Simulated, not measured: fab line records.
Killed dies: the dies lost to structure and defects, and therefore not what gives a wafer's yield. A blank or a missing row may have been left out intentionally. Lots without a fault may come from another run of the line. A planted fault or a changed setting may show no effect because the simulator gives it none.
fab line records | flow sky130
[record] lots = 7 wafers = 19 last-day = 50
route steps=708 shown LOCAL_INTERCONNECT@388 PAD_OPEN@708
lots that met no fault: taken from a fault-free run of the same line
start-h: start of the lot's first displayed wafer, in hours after the record's first day | wait-h: how many hours have passed since the lot's step before this one | " repeats the value in the row above | L1.1+2: a row that stands for several wafers | - value missing, or start not given | * or withheld: withheld | < > ~ a bound
route shown NAME@n: names a module that has steps shown in the file, with the first one's number in the route | usual: average and standard deviation across the fault-free wafers | same: alike in all rows | chamber/n: place in a boat | sites: per-site readings | _std_site: standard deviation of those values | _edge_site: inner sites' mean taken away from outer sites' mean | radius-mm: how far each site lies from the wafer's centre | mask NAME#n: copy n | behind: the tool/chamber that last shaped the wafer | hold: why the lot was held/for how many hours/how that ended | device: which transistor (n, p or np) failed to switch | end of line: tests run on the same wafers once the route is complete | a step given without rows: its recipe and nothing more | killed: at the first sort, the dies lost to defects and structure; wafer yield is something else | map: the dies of a wafer, with x for killed, . for not killed, _ for no die there
set.NAME: setting as actually run; set.NAME@STEP: the setting as run at that earlier step | model.NAME: the simulator's own value behind a step, which no gauge read
lots seen at some steps along the route; tables by step, rows by wafer
services: a tool's chamber out of use, with start hour (start-h, from the record's first day; less than 0 if before it), hours out, and reason
[[steps]]
[step SKY_LOCAL_INTERCONNECT_RS_MEAS_01]
[recipe] thk-meas-gauge = four-point-probe reads = TiN_of_LOCAL_INTERCONNECT_SPUTTER_00
[usual] LOCAL_INTERCONNECT_TIN_RS = 14.16/0.14
// columns lot.wafer tool chamber start-h wait-h LOCAL_INTERCONNECT_TIN_RS[ohm/sq]
L262.2 film-metro-04 - 690.25 0.1 14.18
L262.3 " - " " 14.27
L262.6 " - " " 14.31
L264.2 film-metro-02 - 702.29 0.1 14.26
L264.4 " - " " 14.31
L264.6 " - " " 14.27
L267.2 film-metro-04 - 731.05 0.1 14.11
L267.4 " - " " 14.03
L267.6 " - " " 14.09
L273.1 film-metro-02 - 771.82 0.0 14.27
L273.5 " - " " 14.28
L273.6 " - " " 14.29
L278.2 film-metro-02 - 814.14 0.1 14.23
L278.3 " - " " 14.28
L278.5 " - " " 14.20
L280.1 film-metro-02 - 824.13 0.0 14.01
L280.6 " - " " 14.01
L283.1 film-metro-02 - 851.25 0.0 14.23
L283.3 " - " " 14.03
[step SKY_LOCAL_INTERCONNECT_THK_MEAS_02]
[recipe] thk-meas-gauge = xrf reads = TiN_of_LOCAL_INTERCONNECT_SPUTTER_00
[usual] LOCAL_INTERCONNECT_TIN_THK = 98.8/0.93
// columns lot.wafer tool chamber start-h wait-h LOCAL_INTERCONNECT_TIN_THK[nm]
L262.2 film-metro-04 - 690.36 0.1 98.2
L262.3 " - " " 97.6
L262.6 " - " " 97.1
L264.2 film-metro-02 - 702.40 0.1 98.4
L264.4 " - " " 98.1
L264.6 " - " " 98.3
L267.2 film-metro-04 - 731.16 0.1 98.8
L267.4 " - " " 99.9
L267.6 " - " " 98.5
L273.1 film-metro-02 - 771.94 0.1 98.3
L273.5 " - " " 98.2
L273.6 " - " " 98.0
L278.2 film-metro-02 - 814.25 0.1 98.7
L278.3 " - " " 98.6
L278.5 " - " " 99.2
L280.1 film-metro-02 - 824.25 0.1 100.0
L280.6 " - " " 100.1
L283.1 film-metro-02 - 851.37 0.1 98.6
L283.3 " - " " 100.1
[step SKY_LOCAL_INTERCONNECT_DEHYDRATE_03]
[recipe] temp-c = 200 time-s = 60
[step SKY_LOCAL_INTERCONNECT_HMDS_04]
[recipe] prime-time-s = 60 prime-temp-c = 120
[step SKY_LOCAL_INTERCONNECT_COAT_05]
[recipe] resist = BARC temp-c = withheld time-s = withheld spin-rpm = 3000 resist-thk-nm = 60
[step SKY_LOCAL_INTERCONNECT_COAT_06]
[recipe] resist = KrF-thick spin-rpm = 3000 resist-thk-nm = 450
[step SKY_LOCAL_INTERCONNECT_SOFTBAKE_07]
[recipe] temp-c = 100 time-s = 90 resist = KrF-thick
[step SKY_LOCAL_INTERCONNECT_EXPOSE_08]
[recipe] mask-id = LI1M na = 0.8 source-shape = annular sigma-inner = 0.55 sigma-outer = 0.85 target-cd-nm = 170 dose-mj = 28
[step SKY_LOCAL_INTERCONNECT_PEB_09]
[recipe] peb-temp-c = withheld peb-time-s = withheld resist = KrF-thick
[step SKY_LOCAL_INTERCONNECT_DEVELOP_10]
[recipe] develop-time-s = 60 resist = KrF-thick dev-temp-c = 21
[step SKY_LOCAL_INTERCONNECT_CD_MEAS_11]
[recipe] target-cd-nm = 170
[usual] cd-nm = 169.4/1.6
// columns lot.wafer tool chamber start-h wait-h cd-nm
L262.2 cd-sem-02 - 718.29 - 171.4
L262.3 " - " " 170.0
L262.6 " - " " 168.5
L264.2 cd-sem-01 - 729.89 - 171.5
L264.4 " - " " 173.7
L264.6 " - " " 171.6
L267.2 cd-sem-01 - 758.14 - 168.5
L267.4 " - " " 168.9
L267.6 " - " " 168.0
L273.1 cd-sem-02 - 798.40 - 166.8
L273.5 " - " " 166.7
L273.6 " - " " 166.6
L278.2 cd-sem-02 - 840.24 - 172.8
L278.3 " - " " 171.2
L278.5 " - " " 173.1
L280.1 cd-sem-01 - 850.82 - 168.2
L280.6 " - " " 169.6
L283.1 cd-sem-01 - 877.30 - 168.1
L283.3 " - " " 168.7
[step SKY_LOCAL_INTERCONNECT_OVL_MEAS_12]
[usual] LOCAL_INTERCONNECT_OVL = 6/5.8
// columns lot.wafer tool chamber start-h wait-h LOCAL_INTERCONNECT_OVL[nm]
L262.2 overlay-02 - 718.40 0.1 10
L262.3 " - " " 16
L262.6 " - " " 11
L264.2 overlay-02 - 730.00 0.1 13
L264.4 " - " " 9
L264.6 " - " " 5
L267.2 overlay-01 - 758.25 0.1 4
L267.4 " - " " 4
L267.6 " - " " 2
L273.1 overlay-01 - 798.52 0.1 8
L273.5 " - " " 7
L273.6 " - " " -2
L278.2 overlay-02 - 840.35 0.1 3
L278.3 " - " " 3
L278.5 " - " " -3
L280.1 overlay-02 - 850.94 0.1 13
L280.6 " - " " 4
L283.1 overlay-01 - 877.42 0.1 18
L283.3 " - " " 12
[step SKY_LOCAL_INTERCONNECT_ETCH_13]
[recipe] chemistry = N2/H2 target = BARC ion-energy-ev = 200 bias-w = 100 pressure-mtorr = 30 n2-flow-sccm = 100 h2-flow-sccm = 200 icp-w = 500 stop-on = SiO2 time-s = 45.9 target-depth-a = 600
[usual] drypump-motor-current-A = 5.6/0.46 oes-product-au = 0.855/0.0049 run-length-s = 74.3/0.65 throttle-valve-pct = 13.227/0.0093
// columns lot.wafer tool chamber start-h wait-h drypump-motor-current-A oes-product-au rf-hours-counter-h run-length-s throttle-valve-pct model.KrF-thick_of_LOCAL_INTERCONNECT_COAT_06.thk-nm model.SiO2_of_SONOS_ONO_CVD_04.thk-nm
L262.2 rie-metal-02 0 718.43 0.0 5.1 0.852 15 74.3 13.213 394.2 4.183
L262.3 " 1 " " 5.5 0.847 - 74.2 13.222 392.1 4.189
L262.6 " 0 " " 5.1 0.856 - 74.4 13.229 391.3 4.17
L264.2 rie-metal-03 0 730.03 0.0 5.6 0.853 13 74.8 13.215 393.8 4.091
L264.4 " 0 " " 5.6 0.856 - 74.9 13.222 392.4 4.132
L264.6 " 0 " " 5.7 0.845 - 74.6 13.236 393.9 4.13
L267.2 rie-metal-02 1 758.28 0.0 5.5 0.861 13 76.8 13.226 392.6 4.207
L267.4 " 0 " " 5.1 0.849 - 76.9 13.219 393.6 4.227
L267.6 " 0 " " 5.0 0.856 - 77.3 13.225 393.8 4.152
L273.1 rie-metal-01 0 798.55 0.0 5.7 0.850 2 74.6 13.241 395 4.164
L273.5 " 1 " " 6.5 0.843 - 74.2 13.233 394.2 4.209
L273.6 " 0 " " 5.7 0.857 - 74.0 13.219 395.2 4.277
L278.2 rie-metal-01 0 840.38 0.0 5.7 0.856 4 74.2 13.218 391.1 4.145
L278.3 " 1 " " 6.6 0.818 - 77.7 13.239 387.6 3.926
L278.5 " 1 " " 6.5 0.854 - 73.8 13.233 391.1 4.125
L280.1 rie-metal-01 1 850.98 0.0 6.5 0.858 16 73.5 13.232 393.9 4.016
L280.6 " 0 " " 5.7 0.814 - 78.4 13.227 389.2 4.04
L283.1 rie-metal-01 1 877.45 0.0 6.5 0.856 17 73.6 13.250 393.9 4.262
L283.3 " 1 " " 6.5 0.819 - 78.5 13.240 389.7 4.101
[step SKY_LOCAL_INTERCONNECT_METAL_ETCH_14]
[recipe] target-depth-nm = 110 stop-on = PSG chemistry = Cl2/BCl3 target = TiN resist-sidewall-deg = 88 pressure-mtorr = 10 icp-w = 900 bias-w = 48.5 Cl2_flow_sccm = 60 bcl3-flow-sccm = 30 time-s = 31.4
[usual] drypump-motor-current-A = 5.6/0.46 oes-product-au = 0.940/0.0071 run-length-s = 59.8/0.69 throttle-valve-pct = 21.902/0.01
// columns lot.wafer tool chamber start-h wait-h drypump-motor-current-A oes-product-au rf-hours-counter-h run-length-s throttle-valve-pct model.KrF-thick_of_LOCAL_INTERCONNECT_COAT_06.thk-nm
L262.2 rie-metal-02 0 718.49 0.0 5.1 0.932 15 60.0 21.888 350.3
L262.3 " 1 " " 5.4 0.931 - 59.6 21.906 347.9
L262.6 " 0 " " 5.1 0.938 - 59.9 21.884 347.8
L264.2 rie-metal-03 0 730.09 0.0 5.7 0.930 13 59.9 21.911 350.4
L264.4 " 0 " " 5.7 0.938 - 59.9 21.905 349.1
L264.6 " 0 " " 5.7 0.940 - 60.4 21.904 350.2
L267.2 rie-metal-02 1 758.36 0.1 5.4 0.944 13 63.0 21.908 348.9
L267.4 " 0 " " 5.0 0.946 - 62.5 21.889 349.9
L267.6 " 0 " " 5.0 0.950 - 63.0 21.885 350.2
L273.1 rie-metal-01 0 798.62 0.0 5.7 0.926 2 59.7 21.903 350.6
L273.5 " 1 " " 6.5 0.935 - 59.7 21.900 351.1
L273.6 " 0 " " 5.7 0.941 - 59.6 21.902 350.9
L278.2 rie-metal-01 0 840.44 0.0 5.7 0.934 4 59.8 21.883 346.8
L278.3 " 1 " " 6.5 0.929 - 59.3 21.905 344.1
L278.5 " 1 " " 6.5 0.942 - 59.0 21.905 347.2
L280.1 rie-metal-01 1 851.04 0.0 6.5 0.948 16 59.1 21.911 350.7
L280.6 " 0 " " 5.7 0.942 - 59.7 21.897 345
L283.1 rie-metal-01 1 877.52 0.0 6.5 0.938 17 59.5 21.912 350.7
L283.3 " 1 " " 6.5 0.932 - 59.2 21.900 346.3
[step SKY_LOCAL_INTERCONNECT_STRIP_15]
[recipe] chemistry = O2/N2 power-w = 1400 pressure-mtorr = 1500 platen-temp-c = withheld o2-flow-sccm = 3000 n2-flow-sccm = 300 overash-fraction = 0.5
[usual] drypump-motor-current-A = 5.7/0.51 oes-product-au = 0.427/0.0051 strip-time-to-endpoint-s = 4.729/0.019
// columns lot.wafer tool chamber start-h wait-h drypump-motor-current-A oes-product-au rf-hours-counter-h strip-time-to-endpoint-s
L262.2 plasma-asher-02 0 718.54 0.0 5.6 0.431 105 4.732
L262.3 " 1 " " 5.4 0.426 - 4.714
L262.6 " 1 " " 5.4 0.431 - 4.687
L264.2 plasma-asher-01 0 730.14 0.0 6.6 0.429 31 4.746
L264.4 " 1 " " 6.0 0.435 - 4.715
L264.6 " 1 " " 6.0 0.431 - 4.727
L267.2 plasma-asher-04 0 758.43 0.0 5.0 0.430 93 4.726
L267.4 " 0 " " 5.0 0.426 - 4.718
L267.6 " 0 " " 5.0 0.426 - 4.740
L273.1 plasma-asher-02 1 798.67 0.0 5.4 0.429 5 4.743
L273.5 " 0 " " 5.6 0.424 - 4.740
L273.6 " 1 " " 5.4 0.424 - 4.753
L278.2 plasma-asher-02 1 840.49 0.0 5.4 0.438 9 4.722
L278.3 " 1 " " 5.4 0.421 - 4.673
L278.5 " 0 " " 5.6 0.430 - 4.705
L280.1 plasma-asher-02 0 851.09 0.0 5.6 0.425 11 4.740
L280.6 " 1 " " 5.3 0.421 - 4.679
L283.1 plasma-asher-01 0 877.57 0.0 6.6 0.422 45 4.742
L283.3 " 0 " " 6.6 0.425 - 4.687
[step SKY_LOCAL_INTERCONNECT_STRIP_16]
[recipe] chemistry = post-etch-residue-remover time-s = 1200 temp-c = 72.5
[step SKY_PAD_OPEN_PROBE_99]
[usual] killed_at_M0_to_M3 = 42/7.3 killed_at_M4_up = 3.2/1.8 killed-at-contacts = 25/5.2 killed-at-front-end = 15/4.6 killed-at-other = 0.3/0.62 killed-dies = 85/9.9 killed-open = 46/7.1 killed-short = 38/5.7
[same] gross-dies = 492 killed-at-back-side = 0
// columns lot.wafer tool chamber start-h wait-h killed_at_M0_to_M3 killed_at_M4_up killed-at-contacts killed-at-front-end killed-at-other killed-dies killed-open killed-short
L273.1 prober-02 - 1142.99 0.1 45 4 24 6 0 79 45 34
L273.5 prober-02 - 1143.19 0.2 43 3 25 12 2 85 43 42
L273.6 prober-02 - 1143.24 0.2 35 4 21 7 1 68 34 34
L278.2 prober-01 - 1173.83 0.1 43 7 19 10 0 79 42 37
L278.5 prober-01 - 1173.98 0.2 34 1 25 16 0 76 43 33
L280.1 prober-01 - 1180.59 0.1 45 5 19 9 0 78 38 39
L280.6 prober-01 - 1180.84 0.2 29 4 21 19 0 73 38 35
// killed by level:class
L273.1 CONTACT:geometric-particle:open=9 VIA1:geometric-particle:open=9 METAL2:geometric-particle:short=8 VIA2:geometric-particle:open=7 LI_CONTACT:geometric-particle:open=5 CONTACT:geometric-particle:short=5 VIA3:geometric-particle:short=5 VIA3:geometric-particle:open=5
L273.5 VIA1:geometric-particle:open=9 VIA2:geometric-particle:open=8 LI_CONTACT:geometric-particle:open=7 CONTACT:geometric-particle:open=7 VIA3:geometric-particle:open=6 LOCAL_INTERCONNECT:geometric-particle:short=5 VIA1:geometric-particle:short=5 LI_CONTACT:geometric-particle:short=4
L273.6 VIA1:geometric-particle:open=9 VIA2:geometric-particle:open=7 CONTACT:geometric-particle:open=6 METAL2:geometric-particle:short=6 CONTACT:geometric-particle:short=5 LI_CONTACT:geometric-particle:short=5 METAL4:geometric-particle:short=4 LI_CONTACT:geometric-particle:open=3
L278.2 VIA1:geometric-particle:open=11 CONTACT:geometric-particle:open=8 VIA3:geometric-particle:open=6 METAL4:geometric-particle:short=6 LI_CONTACT:geometric-particle:open=5 METAL1:geometric-particle:short=5 METAL2:geometric-particle:short=5 VIA1:geometric-particle:short=4
L278.5 CONTACT:geometric-particle:open=11 VIA1:geometric-particle:open=10 CONTACT:geometric-particle:short=6 VIA3:geometric-particle:open=5 VIA3:geometric-particle:short=5 FIELD_ISO:geometric-particle:short=4 POLY_GATE:geometric-particle:open=4 LI_CONTACT:geometric-particle:open=4
L280.1 VIA1:geometric-particle:open=11 METAL1:geometric-particle:short=7 LI_CONTACT:geometric-particle:open=6 VIA1:geometric-particle:short=5 CONTACT:geometric-particle:open=4 POLY_GATE:geometric-particle:short=4 LI_CONTACT:geometric-particle:short=4 METAL4:geometric-particle:open=4
L280.6 CONTACT:geometric-particle:open=7 LI_CONTACT:geometric-particle:open=6 FIELD_ISO:geometric-particle:open=5 VIA2:geometric-particle:open=5 POLY_GATE:geometric-particle:short=4 METAL1:geometric-particle:short=4 VIA1:geometric-particle:open=4 VIA1:geometric-particle:short=4
[[services]]
// columns tool chamber start-h hours kind
rie-metal-03 0 695.61 1.2 repair
rie-metal-01 0 721.92 - clean
rie-metal-01 0 721.92 13.6 scheduled-down
rie-metal-01 0 721.92 13.6 vent-cycle
rie-metal-01 - 725.68 14.6 pm
rie-metal-02 0 730.43 - clean
rie-metal-02 0 730.43 19.3 scheduled-down
rie-metal-02 0 730.43 19.3 vent-cycle
plasma-asher-02 - 733.75 9.0 pm
plasma-asher-02 0 733.75 9.0 vent-cycle
plasma-asher-02 1 733.75 9.0 vent-cycle
rie-metal-03 0 739.77 - clean
rie-metal-03 0 739.77 17.2 scheduled-down
rie-metal-03 0 739.77 17.2 vent-cycle
plasma-asher-02 0 742.75 - clean
plasma-asher-02 1 742.75 - clean
rie-metal-02 - 786.34 2.5 repair
rie-metal-02 - 791.23 1.2 repair
rie-metal-03 1 823.13 - clean
rie-metal-03 1 823.13 22.9 scheduled-down
rie-metal-03 - 844.20 1.1 repair
rie-metal-02 1 866.53 - clean
rie-metal-02 1 866.53 15.4 scheduled-down
rie-metal-02 1 866.53 15.4 vent-cycle
[[key]]
[first-sign] step = SKY_LOCAL_INTERCONNECT_ETCH_13 reading = oes-product-au direction = down sigmas = 7.8 usual = 0.855 struck = 0.817
[effect] step = SKY_LOCAL_INTERCONNECT_ETCH_13 reading = run-length-s direction = up sigmas = 5.9 usual = * struck = *
[effect] step = SKY_LOCAL_INTERCONNECT_STRIP_15 reading = strip-time-to-endpoint-s direction = down sigmas = 2.6 usual = * struck = *
[model-effect] step = SKY_LOCAL_INTERCONNECT_ETCH_13 value = KrF-thick_of_LOCAL_INTERCONNECT_COAT_06.thk-nm without = 392.7 struck = 388.8
[model-effect] step = SKY_LOCAL_INTERCONNECT_METAL_ETCH_14 value = KrF-thick_of_LOCAL_INTERCONNECT_COAT_06.thk-nm without = 349 struck = 345.1
met-at SKY_LOCAL_INTERCONNECT_ETCH_13
struck-wafers L278.3,L280.6,L283.3
tester-left-out L278,L280,L283
onset-between 798.55 840.38
[fault] kind = process-parameter-drift tool = rie-metal-01 chamber = - onset-h = 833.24 steps = SKY_LOCAL_INTERCONNECT_ETCH_13 channel = time-s offset = * shape = step end-h = 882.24 scope = struck-wafers-only acts-in = * stated = *
// tester-left-out: of these lots the tester's yield and bins aren't shown, on N5 and GAA mostly nor the transistor test; their killed dies are dies lost to structure and defects alone, not to doping, threshold or leakage, so they don't give the yield
